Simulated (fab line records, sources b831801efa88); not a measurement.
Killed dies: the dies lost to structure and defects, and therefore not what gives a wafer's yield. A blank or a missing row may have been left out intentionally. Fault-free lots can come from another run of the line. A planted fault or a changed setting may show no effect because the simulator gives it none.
A struck lot beside a sound one	flow sfq-line	41 out of 325 route steps
Sound: the wafers L916.2, L916.3, L916.6. Wafers L907.2, L907.3, L907.6 were the ones struck. Last of all comes the cause.
Order at every step that has rows: each side's tool, ch and its chambers, its first start. Under that, the readings that differ: sound wafers	struck wafers	difference of the means	sigmas: that difference in standard deviations of wafers without a fault.
alike: a reading whose means differ by less than 2 such deviations, as well as words and numbers matching on both sides. not compared: withheld readings; readings where some wafer has no value; bounds like >300 that might hide an equal value; numbers whose values overlap and for which the record gives no deviation.
A row with sigmas, a row that says differs or no value, or rows on one side alone: a step with any of these is where the two part. Numbers that don't overlap but have no deviation are shown without sigmas and don't part them. A reading missing from all wafers of one side parts the sides only when that side holds two or more wafers.

first, 1 step without rows for these wafers: SFQ_TRILAYER_M1_DEP_PRE_CLEAN_038 (time 22.5 s).
SFQ_TRILAYER_M1_DEP_SPUTTER_037: material Nb, target thk 200 nm, time 133.3 s.
  struck on pvd-sputter-05, day 21 20:03; sound on pvd-sputter-04, day 25 23:46
  alike: base-pressure-pa, substrate-temp-c, throttle-valve-pct
SFQ_M1_RS_MEAS_909: uses a four-point probe to measure.
  struck on film-metro-01, day 21 20:10; sound on film-metro-03, day 25 23:53
  alike: M1_NB_RS
then, 6 steps without rows for these wafers: SFQ_TRILAYER_M1_LITHO_COAT_044 (resist thk 62 nm); SFQ_TRILAYER_M1_LITHO_COAT_039 (resist thk 600 nm); SFQ_TRILAYER_M1_LITHO_SOFTBAKE_043; SFQ_TRILAYER_M1_LITHO_EXPOSE_040 (exposes mask M1, target cd 500 nm); SFQ_TRILAYER_M1_LITHO_PEB_042 (peb time 60 s); SFQ_TRILAYER_M1_LITHO_DEVELOP_041 (time 60 s).
-- the record jumps here: 7 days lie between the struck wafers' starts before and after --
SFQ_M1_OVL_MEAS_911:
  struck on overlay-01, day 28 15:25; sound on overlay-01, day 33 03:46
  alike: M1_OVL
then, 1 step without rows for these wafers: SFQ_TRILAYER_M1_BARC_OPEN_METAL_ETCH_054 (etches BARC in O2, target depth 125 nm, time 41.7 s).
SFQ_TRILAYER_M1_ETCH_METAL_ETCH_042: etches Nb in Cl2/Ar, stops on SiO2, target depth 240 nm, time 120 s.
  sound on rie-metal-03 ch 0, day 33 03:51; struck on rie-metal-02 ch 0,1, day 28 15:30
  no value came back on the struck wafers for bias-w (W), chamber-pressure-mTorr (mTorr), drypump-motor-current-A (A), oes-product-au (a.u.); on the sound wafers bias-w (W) reads 79.99 80.01 80.21
reading	sound	struck	difference	sigmas
model.KrF_of_TRILAYER_M1_LITHO_COAT_039.thk-nm (nm)	382.5 383.8 383.1	532.1 531.2 529.7	+147.9	
  not compared: rf-hours-counter-h
SFQ_TRILAYER_M1_STRIP_STRIP_043: strips in O2.
  sound on rie-metal-03 ch 0, day 33 03:58; struck on rie-metal-02 ch 0,1, day 28 15:37
  alike: drypump-motor-current-A, oes-product-au
  not compared: rf-hours-counter-h
then, 3 steps without rows for these wafers: SFQ_TRILAYER_M1_STRIP_SOLV_CLEAN_044 (cleans in NMP, time 600 s); SFQ_TRILAYER_I1_DEP_PECVD_045 (deposits SiO2 from SiH4/N2O, time 111.11 s, target thk 500 nm); SFQ_TRILAYER_I1_CMP_CMP_046 (polishes SiO2).
SFQ_I1_BOW_MEAS_912:
  struck on film-metro-01, day 28 23:59; sound on film-metro-01, day 33 07:50
  alike: I1_BOW
then, 7 steps without rows for these wafers: SFQ_TRILAYER_I1_METRO_MEASURE_047; SFQ_TRILAYER_I1_VIA_LITHO_COAT_054 (resist thk 62 nm); SFQ_TRILAYER_I1_VIA_LITHO_COAT_049 (resist thk 650 nm); SFQ_TRILAYER_I1_VIA_LITHO_SOFTBAKE_053; SFQ_TRILAYER_I1_VIA_LITHO_EXPOSE_050 (exposes mask I1, target cd 500 nm); SFQ_TRILAYER_I1_VIA_LITHO_PEB_052 (peb time 60 s); SFQ_TRILAYER_I1_VIA_LITHO_DEVELOP_051 (time 60 s).
SFQ_I1_OVL_MEAS_913:
  struck on overlay-01, day 29 08:58; sound on overlay-01, day 39 17:58
  alike: I1_OVL
SFQ_TRILAYER_I1_VIA_BARC_OPEN_VIA_ETCH_071: etches BARC in O2, target depth 125 nm, time 41.7 s.
  sound on rie-diel-03 ch 1,2, day 39 18:00; struck on rie-diel-02 ch 1,2,3, day 29 08:59
  alike: bias-w, chamber-pressure-mTorr, drypump-motor-current-A, oes-product-au
  not compared: rf-hours-counter-h
SFQ_TRILAYER_I1_VIA_ETCH_VIA_ETCH_052: etches SiO2 in CHF3, stops on Nb, target depth 260 nm.
  sound on rie-diel-03 ch 1,2, day 39 18:04; struck on rie-diel-02 ch 1,2,3, day 29 09:02
  alike: bias-w, chamber-pressure-mTorr, drypump-motor-current-A, oes-product-au
then, 3 steps without rows for these wafers: SFQ_TRILAYER_I1_VIA_STRIP_STRIP_053 (strips in O2); SFQ_TRILAYER_I1_VIA_STRIP_SOLV_CLEAN_054 (cleans in NMP, time 600 s); SFQ_TRILAYER_M2_DEP_PRE_CLEAN_056 (time 22.5 s).
SFQ_TRILAYER_M2_DEP_SPUTTER_055: material Nb, target thk 200 nm, time 133.3 s.
  struck on pvd-sputter-04, day 29 09:56; sound on pvd-sputter-06, day 39 19:02
  alike: base-pressure-pa, substrate-temp-c, throttle-valve-pct
SFQ_M2_RS_MEAS_914: uses a four-point probe to measure.
  struck on film-metro-04, day 29 10:03; sound on film-metro-04, day 39 19:08
  alike: M2_NB_RS
then, 6 steps without rows for these wafers: SFQ_TRILAYER_M2_LITHO_COAT_062 (resist thk 62 nm); SFQ_TRILAYER_M2_LITHO_COAT_057 (resist thk 604.6 nm); SFQ_TRILAYER_M2_LITHO_SOFTBAKE_061; SFQ_TRILAYER_M2_LITHO_EXPOSE_058 (exposes mask M2, target cd 500 nm); SFQ_TRILAYER_M2_LITHO_PEB_060 (peb time 60 s); SFQ_TRILAYER_M2_LITHO_DEVELOP_059 (time 60 s).
SFQ_M2_OVL_MEAS_916:
  struck on overlay-02, day 29 14:58; sound on overlay-01, day 39 21:34
  alike: M2_OVL
then, 1 step without rows for these wafers: SFQ_TRILAYER_M2_BARC_OPEN_METAL_ETCH_077 (etches BARC in O2, target depth 125 nm, time 41.7 s).
-- the record jumps here: 59 days lie between the struck wafers' starts before and after --
SFQ_M8_BOW_MEAS_951:
  struck on film-metro-01, day 88 08:42; sound on film-metro-03, day 91 00:02
reading	sound	struck	difference	sigmas
model.etest.m1.comb-log10-ohm	12 12 12	0 0 0	-12	
  alike: M8_BOW

== WHERE THEY PART ==
Only at SFQ_TRILAYER_M1_ETCH_METAL_ETCH_042, within this record. Later steps at which nothing parts them and some readings are alike: SFQ_TRILAYER_M1_STRIP_STRIP_043, SFQ_I1_BOW_MEAS_912, SFQ_I1_OVL_MEAS_913, SFQ_TRILAYER_I1_VIA_BARC_OPEN_VIA_ETCH_071, SFQ_TRILAYER_I1_VIA_ETCH_VIA_ETCH_052, SFQ_TRILAYER_M2_DEP_SPUTTER_055, SFQ_M2_RS_MEAS_914, SFQ_M2_OVL_MEAS_916, SFQ_M8_BOW_MEAS_951.

WHY: what the simulator had put in
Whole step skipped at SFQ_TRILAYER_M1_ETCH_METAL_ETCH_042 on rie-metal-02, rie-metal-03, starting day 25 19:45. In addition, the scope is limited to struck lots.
